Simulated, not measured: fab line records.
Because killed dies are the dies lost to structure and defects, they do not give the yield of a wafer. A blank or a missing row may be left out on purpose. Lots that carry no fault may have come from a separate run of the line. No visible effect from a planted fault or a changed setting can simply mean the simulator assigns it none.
Chamber matching || flow sky130 || SKY_VIA3_CMP_24 on cmp-02 has 4 sister chambers
The step polishes, stops on SiO2, t overpolish 20 s, target thk 0 nm. 4 wafers are shown with their chamber, then 9 later ones without.

== EACH WAFER AND ITS CHAMBER ==
{"wafer": "L075.1", "chamber": 0, "motor_current_A (A)": 12.2}
{"wafer": "L084.3", "chamber": 3, "motor_current_A (A)": 12.1}
{"wafer": "L087.5", "chamber": 1, "motor_current_A (A)": 10.6}
{"wafer": "L087.6", "chamber": 2, "motor_current_A (A)": 10.5}

== WAFERS WHOSE CHAMBER IS MISSING ==
{"wafer": "L090.3", "motor_current_A (A)": 11.7}
{"wafer": "L090.4", "motor_current_A (A)": 12.5}
{"wafer": "L090.6", "motor_current_A (A)": 12.5}
{"wafer": "L092.3", "motor_current_A (A)": 12.2}
{"wafer": "L092.4", "motor_current_A (A)": 10.5}
{"wafer": "L092.5", "motor_current_A (A)": 11.8}
{"wafer": "L095.1", "motor_current_A (A)": 10.9}
{"wafer": "L095.4", "motor_current_A (A)": 11.0}
{"wafer": "L095.6", "motor_current_A (A)": 10.8}

== EACH ONE'S CHAMBER ==
{"wafer": "L090.3", "from the rows above": "can't be placed: 3 or 0", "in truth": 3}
{"wafer": "L090.4", "from the rows above": "can't be placed: 0 or 3", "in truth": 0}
{"wafer": "L090.6", "from the rows above": "can't be placed: 0 or 3", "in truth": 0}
{"wafer": "L092.3", "from the rows above": "can't be placed: 0 or 3", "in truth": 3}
{"wafer": "L092.4", "from the rows above": "can't be placed: 2 or 1", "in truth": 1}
{"wafer": "L092.5", "from the rows above": "can't be placed: 3 or 0", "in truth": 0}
{"wafer": "L095.1", "from the rows above": "can't be placed: 1 or 2", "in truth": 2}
{"wafer": "L095.4", "from the rows above": "can't be placed: 1 or 2", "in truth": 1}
{"wafer": "L095.6", "from the rows above": "can't be placed: 1 or 2", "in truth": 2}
Correctly placed: 0 of 9. These rows do not allow placing 9 (true chamber among the candidates in 9). Wrongly placed: 0.
How it was worked out, from the rows above alone: a wafer's distance from a chamber is the root of the sum, over the readings, of the square of ((its reading less the chamber's mean) divided by the reading's scatter). If the next closest chamber is less than 2 further off than the closest, the wafer can't be placed; otherwise it belongs to the closest. The mean given for a chamber averages the wafers shown for that chamber. The scatter: with one shown wafer a chamber, the root of the mean of the squares of how far each hidden wafer lies from its nearest shown one.
